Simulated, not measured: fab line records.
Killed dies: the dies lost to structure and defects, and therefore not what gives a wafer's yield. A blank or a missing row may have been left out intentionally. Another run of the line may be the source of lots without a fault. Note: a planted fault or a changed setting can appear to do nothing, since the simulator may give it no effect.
fab line records -- flow sky130
record: lots: 6, wafers: 17, last_day: 50
route steps=708 shown METAL4@627 VIA4@639
lots with no fault: from the same line, run without faults
start_h: the number of hours between the record's first day and the start of the first shown wafer of the lot -- wait_h: how many hours have passed since the lot's step before this one -- " same as the row above -- L1.1+2: a single row standing in for several wafers -- - no value, or no start was given -- * or withheld: withheld -- < > ~ a bound
route shown NAME@n: a module of which the file shows steps, and the number in the route of the first -- usual: average and standard deviation across the fault-free wafers -- same: alike in all rows -- chamber/n: place in a boat -- sites: readings site by site -- _std_site: the values' standard deviation -- _edge_site: inner sites' mean taken away from outer sites' mean -- radius_mm: how far each site lies from the wafer's centre -- mask NAME#n: copy n -- behind: tool/chamber where the wafer was last shaped -- hold: what put the lot on hold/how long, in hours/how the hold closed -- device: the n, p or np transistor that did not switch -- end of line: tests run on the same wafers once the route is complete -- a step with no rows: only its recipe -- killed: dies lost to structure and defects at the first sort, not the wafer's yield -- map: a wafer's dies, x killed, . not, _ none there
set.NAME: setting as actually run; set.NAME@STEP: the setting as run at that earlier step -- model.NAME: the simulator's own value behind a step, which no gauge read
lots seen at some steps along the route; tables by step, rows by wafer
services: a tool's chamber out of use, with start hour (start_h, from the record's first day; less than 0 if before it), hours out, and reason
== steps ==
step: SKY_METAL4_PEB_11
recipe: peb_temp_c: withheld, peb_time_s: withheld, resist: KrF-thick
step: SKY_METAL4_DEVELOP_12
recipe: develop_time_s: 60, resist: KrF-thick, dev_temp_c: 21
step: SKY_METAL4_CD_MEAS_13
recipe: target_cd_nm: 300
usual: cd_nm: 299.7/1.3
lot.wafer,tool,chamber,start_h,wait_h,cd_nm
L332.1,cd_sem-01,-,1007.24,-,300.8
L332.4,cd_sem-01,-,1007.24,-,300.4
L332.5,cd_sem-01,-,1007.24,-,299.6
L336.1,cd_sem-02,-,1038.12,-,299.9
L336.5,cd_sem-02,-,1038.12,-,297.8
L337.2,cd_sem-01,-,1039.69,-,298.8
L337.3,cd_sem-01,-,1039.69,-,301.5
L337.5,cd_sem-01,-,1039.69,-,299.1
L344.1,cd_sem-02,-,1086.69,-,299.8
L344.2,cd_sem-02,-,1086.69,-,299.8
L344.4,cd_sem-02,-,1086.69,-,300.6
L350.1,cd_sem-01,-,1116.77,-,299.7
L350.2,cd_sem-01,-,1116.77,-,299.5
L350.5,cd_sem-01,-,1116.77,-,298.3
L351.2,cd_sem-01,-,1119.64,-,301.3
L351.4,cd_sem-01,-,1119.64,-,301.3
L351.6,cd_sem-01,-,1119.64,-,300.0
step: SKY_METAL4_OVL_MEAS_14
usual: METAL4_OVL: -3/6.5
lot.wafer,tool,chamber,start_h,wait_h,METAL4_OVL[nm]
L332.1,overlay-02,-,1007.36,0.1,5
L332.4,overlay-02,-,1007.36,0.1,7
L332.5,overlay-02,-,1007.36,0.1,2
L336.1,overlay-02,-,1038.24,0.1,-7
L336.5,overlay-02,-,1038.24,0.1,-3
L337.2,overlay-01,-,1039.80,0.1,-8
L337.3,overlay-01,-,1039.80,0.1,2
L337.5,overlay-01,-,1039.80,0.1,-7
L344.1,overlay-01,-,1086.81,0.1,-3
L344.2,overlay-01,-,1086.81,0.1,-7
L344.4,overlay-01,-,1086.81,0.1,-1
L350.1,overlay-02,-,1116.89,0.1,0
L350.2,overlay-02,-,1116.89,0.1,9
L350.5,overlay-02,-,1116.89,0.1,-9
L351.2,overlay-02,-,1119.75,0.1,8
L351.4,overlay-02,-,1119.75,0.1,4
L351.6,overlay-02,-,1119.75,0.1,3
step: SKY_METAL4_DESCUM_15
recipe: chemistry: O2, source_power_w: 150, bias_power_w: 0, pressure_mtorr: 10, temp_c: 40, time_s: 8
usual: drypump_motor_current_A: 5.8/0.5, oes_product_au: 1.001/0.012, rf_fwd_power_W: 147.0/0.59
lot.wafer,tool,chamber,start_h,wait_h,drypump_motor_current_A,oes_product_au,rf_fwd_power_W,rf_hours_counter_h
L332.1,rie_metal-01,0,1007.40,0.0,5.8,0.982,146.2,17
L332.4,rie_metal-01,0,1007.40,0.0,5.8,0.983,146.3,-
L332.5,rie_metal-01,1,1007.40,0.0,6.4,0.983,147.3,-
L336.1,rie_metal-01,0,1038.28,0.0,5.8,0.990,146.3,19
L336.5,rie_metal-01,1,1038.28,0.0,6.4,0.996,146.7,-
L337.2,rie_metal-03,0,1039.83,0.0,5.2,1.019,147.9,9
L337.3,rie_metal-03,0,1039.83,0.0,5.2,1.008,146.8,-
L337.5,rie_metal-03,1,1039.83,0.0,6.0,0.994,147.6,-
L344.1,rie_metal-01,0,1086.85,0.0,5.8,0.990,146.3,22
L344.2,rie_metal-01,1,1086.85,0.0,6.4,1.002,147.4,20
L344.4,rie_metal-01,0,1086.85,0.0,5.8,0.995,146.0,-
L350.1,rie_metal-03,0,1116.93,0.0,5.2,1.019,147.5,15
L350.2,rie_metal-03,1,1116.93,0.0,5.9,0.998,147.6,9
L350.5,rie_metal-03,0,1116.93,0.0,5.2,1.013,147.5,-
L351.2,rie_metal-04,0,1119.78,0.0,6.5,1.012,147.6,21
L351.4,rie_metal-04,0,1119.78,0.0,6.5,0.999,147.0,-
L351.6,rie_metal-04,0,1119.78,0.0,6.5,1.018,147.3,-
step: SKY_METAL4_ETCH_16
recipe: chemistry: N2/H2, target: BARC, ion_energy_ev: 200, bias_w: 100, pressure_mtorr: 30, n2_flow_sccm: 100, h2_flow_sccm: 200, icp_w: 500, stop_on: SiO2, time_s: 88.2, target_depth_a: 600
usual: drypump_motor_current_A: 5.8/0.5, oes_product_au: 0.625/0.0043, rf_fwd_power_W: 497.1/1.6, throttle_valve_pct: 13.205/0.0097
lot.wafer,tool,chamber,start_h,wait_h,drypump_motor_current_A,oes_product_au,rf_fwd_power_W,rf_hours_counter_h,throttle_valve_pct
L332.1,rie_metal-01,0,1007.43,0.0,5.8,0.621,497.6,17,13.209
L332.4,rie_metal-01,0,1007.43,0.0,5.8,0.617,499.1,-,13.214
L332.5,rie_metal-01,1,1007.43,0.0,6.4,0.626,494.3,-,13.189
L336.1,rie_metal-01,0,1038.31,0.0,5.8,0.627,496.3,19,13.211
L336.5,rie_metal-01,1,1038.31,0.0,6.4,0.627,496.0,-,13.209
L337.2,rie_metal-03,0,1039.86,0.0,5.2,0.624,496.7,9,13.212
L337.3,rie_metal-03,0,1039.86,0.0,5.2,0.629,497.2,-,13.191
L337.5,rie_metal-03,1,1039.86,0.0,5.9,0.633,498.3,-,13.220
L344.1,rie_metal-01,0,1086.89,0.0,5.8,0.625,497.3,22,13.202
L344.2,rie_metal-01,1,1086.89,0.0,6.4,0.622,495.8,20,13.195
L344.4,rie_metal-01,0,1086.89,0.0,5.8,0.626,497.3,-,13.205
L350.1,rie_metal-03,0,1116.96,0.0,5.2,0.626,497.5,15,13.202
L350.2,rie_metal-03,1,1116.96,0.0,5.9,0.626,494.5,9,13.192
L350.5,rie_metal-03,0,1116.96,0.0,5.2,0.621,501.1,-,13.213
L351.2,rie_metal-04,0,1119.81,0.0,6.5,0.625,500.1,21,13.211
L351.4,rie_metal-04,0,1119.81,0.0,6.5,0.625,496.8,-,13.202
L351.6,rie_metal-04,0,1119.81,0.0,6.5,0.619,497.2,-,13.201
step: SKY_METAL4_ETCH_17
recipe: target: SiO2, stop_on: TiN, chemistry: C4F8/O2/Ar, source_w: 1500, bias_w: 1200, pressure_mtorr: 40, c4f8_flow_sccm: withheld, O2_flow_sccm: 6, Ar_flow_sccm: 300, time_s: 3.9, target_depth_a: 150
usual: oes_product_au: 0.753/0.0068, rf_fwd_power_W: 1471/8.2
lot.wafer,tool,chamber,start_h,wait_h,oes_product_au,rf_fwd_power_W,rf_hours_counter_h
L332.1,rie_diel-02,2,1007.53,0.1,0.748,1468,20
L332.4,rie_diel-02,1,1007.53,0.1,0.748,1475,20
L332.5,rie_diel-02,1,1007.53,0.1,0.753,1474,-
L336.1,rie_diel-02,0,1038.41,0.1,0.757,1476,5
L336.5,rie_diel-02,1,1038.41,0.1,0.748,1474,-
L337.2,rie_diel-01,0,1039.96,0.1,0.750,1483,21
L337.3,rie_diel-01,3,1039.96,0.1,0.752,1477,13
L337.5,rie_diel-01,0,1039.96,0.1,0.762,1476,-
L344.1,rie_diel-03,0,1087.02,0.1,0.749,1465,11
L344.2,rie_diel-03,1,1087.02,0.1,0.753,1471,19
L344.4,rie_diel-03,2,1087.02,0.1,0.748,1458,8
L350.1,rie_diel-02,1,1117.06,0.1,0.747,1471,23
L350.2,rie_diel-02,3,1117.06,0.1,0.751,1482,8
L350.5,rie_diel-02,3,1117.06,0.1,0.762,1479,-
L351.2,rie_diel-02,0,1119.91,0.1,0.745,1473,9
L351.4,rie_diel-02,1,1119.91,0.1,0.755,1460,23
L351.6,rie_diel-02,0,1119.91,0.1,0.758,1479,-
step: SKY_METAL4_METAL_ETCH_18
recipe: target_depth_a: 8450, stop_on: SiO2, over_etch_frac: 0.3, time_s: 183.1, chemistry: Cl2/BCl3, resist_sidewall_deg: 88, pressure_mtorr: 10, icp_w: 900, bias_w: 48.5, Cl2_flow_sccm: 60, bcl3_flow_sccm: 30
usual: drypump_motor_current_A: 5.9/0.47, oes_product_au: 0.864/0.007, rf_fwd_power_W: 896.4/2.9, throttle_valve_pct: 22.263/0.0087
lot.wafer,tool,chamber,start_h,wait_h,drypump_motor_current_A,oes_product_au,rf_fwd_power_W,rf_hours_counter_h,throttle_valve_pct
L332.1,rie_metal-03,1,1007.54,0.0,5.9,0.870,896.2,1,22.254
L332.4,rie_metal-03,1,1007.54,0.0,5.9,0.870,892.9,-,22.271
L332.5,rie_metal-03,0,1007.54,0.0,5.2,0.868,893.9,-,22.277
L336.1,rie_metal-04,0,1038.43,0.0,6.4,0.846,895.0,15,22.268
L336.5,rie_metal-04,0,1038.43,0.0,6.4,0.855,896.3,-,22.255
L337.2,rie_metal-01,0,1039.98,0.0,5.8,0.865,899.4,19,22.265
L337.3,rie_metal-01,0,1039.98,0.0,5.8,0.877,894.0,-,22.253
L337.5,rie_metal-01,1,1039.98,0.0,6.4,0.874,896.1,-,22.262
L344.1,rie_metal-04,0,1087.04,0.0,6.4,0.861,898.2,19,22.261
L344.2,rie_metal-04,1,1087.04,0.0,5.3,0.875,902.9,15,22.262
L344.4,rie_metal-04,1,1087.04,0.0,5.2,0.885,903.8,-,22.263
L350.1,rie_metal-01,0,1117.08,0.0,5.8,0.865,899.7,25,22.267
L350.2,rie_metal-01,0,1117.08,0.0,5.8,0.860,895.4,-,22.260
L350.5,rie_metal-01,0,1117.08,0.0,5.8,0.866,896.0,-,22.275
L351.2,rie_metal-01,0,1119.93,0.0,5.8,0.863,897.9,26,22.261
L351.4,rie_metal-01,1,1119.93,0.0,6.4,0.866,892.9,-,22.264
L351.6,rie_metal-01,0,1119.93,0.0,5.8,0.859,896.2,-,22.259
step: SKY_METAL4_STRIP_19
recipe: chemistry: O2/N2, power_w: 1400, pressure_mtorr: 1500, platen_temp_c: withheld, o2_flow_sccm: 3000, n2_flow_sccm: 300, overash_fraction: 0.5
usual: drypump_motor_current_A: 5.86/0.28, oes_product_au: 0.501/0.0061, strip_time_to_endpoint_s: 6.53/0.096
lot.wafer,tool,chamber,start_h,wait_h,drypump_motor_current_A,oes_product_au,rf_hours_counter_h,strip_time_to_endpoint_s
L332.1,plasma_asher-03,1,1007.72,0.1,6.23,0.503,118,6.75
L332.4,plasma_asher-03,1,1007.72,0.1,6.19,0.509,-,6.66
L332.5,plasma_asher-03,1,1007.72,0.1,6.21,0.501,-,6.45
L336.1,plasma_asher-02,1,1038.61,0.1,5.36,0.500,29,6.45
L336.5,plasma_asher-02,1,1038.61,0.1,5.33,0.497,-,6.42
L337.2,plasma_asher-04,1,1040.16,0.1,5.85,0.498,89,6.47
L337.3,plasma_asher-04,1,1040.16,0.1,5.86,0.506,-,6.58
L337.5,plasma_asher-04,1,1040.16,0.1,5.83,0.506,-,6.48
L344.1,plasma_asher-02,0,1087.22,0.1,5.74,0.495,34,6.46
L344.2,plasma_asher-02,1,1087.22,0.1,5.34,0.509,34,6.60
L344.4,plasma_asher-02,1,1087.22,0.1,5.34,0.494,-,6.65
L350.1,plasma_asher-03,0,1117.43,0.3,5.97,0.503,5,6.63
L350.2,plasma_asher-03,1,1117.43,0.3,6.20,0.505,5,6.63
L350.5,plasma_asher-03,1,1117.43,0.3,6.22,0.506,-,6.55
L351.2,plasma_asher-04,1,1120.11,0.1,5.85,0.503,97,6.64
L351.4,plasma_asher-04,0,1120.11,0.1,5.71,0.503,-,6.53
L351.6,plasma_asher-04,1,1120.11,0.1,5.87,0.505,-,6.60
step: SKY_METAL4_STRIP_20
recipe: chemistry: post_etch_residue_remover, time_s: 1200, temp_c: 72.5
step: SKY_METAL4_CLEAN_21
recipe: chemistry: IPA, time_s: 180, temp_c: 25
step: SKY_METAL4_CLEAN_22
recipe: chemistry: O3/DIW, dry: n2_spin
step: SKY_VIA4_HDPCVD_00
recipe: material: SiO2, target_thk_nm: 1750, sigma_open_frac: 0.3, time_s: 291.7, temp_c: 400, sih4_flow_sccm: 60, pressure_mtorr: 6
usual: run_length_s: 319.8/0.37, susceptor_temp_C: 400.01/0.21
lot.wafer,tool,chamber,start_h,wait_h,run_length_s,susceptor_temp_C,model.SiO2_of_VIA4_HDPCVD_00.thk_nm
L332.1,hdpcvd-02,2,1008.31,0.0,319.8,399.89,1750
L332.4,hdpcvd-02,0,1008.31,0.0,319.4,399.81,1746
L332.5,hdpcvd-02,1,1008.31,0.0,320.0,400.13,1757
L336.1,hdpcvd-02,1,1039.27,0.0,319.5,400.25,1758
L336.5,hdpcvd-02,2,1039.27,0.0,310.7,-,1698
L337.2,hdpcvd-02,2,1040.79,0.0,319.4,400.31,1745
L337.3,hdpcvd-02,0,1040.79,0.0,319.6,400.19,1756
L337.5,hdpcvd-02,1,1040.79,0.0,310.5,-,1704
L344.1,hdpcvd-01,2,1087.85,0.0,320.1,399.81,1706
L344.2,hdpcvd-01,0,1087.85,0.0,319.9,400.14,1719
L344.4,hdpcvd-01,2,1087.85,0.0,319.5,400.03,1708
L350.1,hdpcvd-02,2,1118.03,0.0,319.4,399.97,1737
L350.2,hdpcvd-02,1,1118.03,0.0,319.3,399.33,1738
L350.5,hdpcvd-02,0,1118.03,0.0,319.1,400.10,1720
L351.2,hdpcvd-02,2,1120.74,0.0,319.7,400.17,1772
L351.4,hdpcvd-02,0,1120.74,0.0,320.0,400.08,1764
L351.6,hdpcvd-02,2,1120.74,0.0,319.6,400.08,1756
step: SKY_VIA4_THK_MEAS_01
recipe: reads: SiO2_of_VIA4_HDPCVD_00
usual: VIA4_HDPCVD_THK: 1746/19
lot.wafer,tool,chamber,start_h,wait_h,VIA4_HDPCVD_THK[nm]
L332.1,film_metro-01,-,1008.49,0.1,1751
L332.4,film_metro-01,-,1008.49,0.1,1746
L332.5,film_metro-01,-,1008.49,0.1,1758
L336.1,film_metro-01,-,1039.45,0.1,1759
L336.5,film_metro-01,-,1039.45,0.1,1698
L337.2,film_metro-04,-,1040.98,0.1,1745
L337.3,film_metro-04,-,1040.98,0.1,1756
L337.5,film_metro-04,-,1040.98,0.1,1705
L344.1,film_metro-04,-,1088.03,0.1,1706
L344.2,film_metro-04,-,1088.03,0.1,1719
L344.4,film_metro-04,-,1088.03,0.1,1707
L350.1,film_metro-04,-,1118.21,0.1,1736
L350.2,film_metro-04,-,1118.21,0.1,1738
L350.5,film_metro-04,-,1118.21,0.1,1721
L351.2,film_metro-01,-,1120.93,0.1,1773
L351.4,film_metro-01,-,1120.93,0.1,1764
L351.6,film_metro-01,-,1120.93,0.1,1756
== services ==
tool,chamber,start_h,hours,kind
rie_diel-01,0,999.77,8.9,repair
plasma_asher-04,-,1010.13,7.4,repair
rie_diel-03,-,1031.98,0.4,repair
hdpcvd-01,-,1037.28,2.6,repair
plasma_asher-04,-,1047.07,5.6,repair
plasma_asher-02,-,1053.40,0.8,repair
plasma_asher-03,-,1055.27,9.0,pm
plasma_asher-03,0,1055.27,9.0,vent_cycle
plasma_asher-03,1,1055.27,9.0,vent_cycle
plasma_asher-03,0,1064.27,-,clean
plasma_asher-03,1,1064.27,-,clean
plasma_asher-03,-,1071.02,1.8,repair
rie_diel-02,1,1087.98,21.8,repair
rie_metal-01,1,1109.82,10.1,repair
== key ==
first_sign: step: SKY_VIA4_HDPCVD_00, reading: run_length_s, direction: down, sigmas: 25, usual: *, struck: *
effect none on later readings
model_effect: step: SKY_VIA4_HDPCVD_00, value: SiO2_of_VIA4_HDPCVD_00.thk_nm, without: 1754, struck: 1701
met_at SKY_VIA4_HDPCVD_00
struck_wafers L336.5,L337.5
sort_left_out L336.5
onset_between 1008.31 1039.27
fault: kind: process_parameter_drift, tool: hdpcvd-02, chamber: -, onset_h: 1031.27, steps: SKY_VIA4_HDPCVD_00, channel: time_s, offset: *, shape: step, end_h: 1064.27, scope: struck_wafers_only, acts_in: *, stated: *
sort_left_out: the simulated sort isn't trusted on such a fault, so these wafers' sort isn't shown, and their yield isn't known
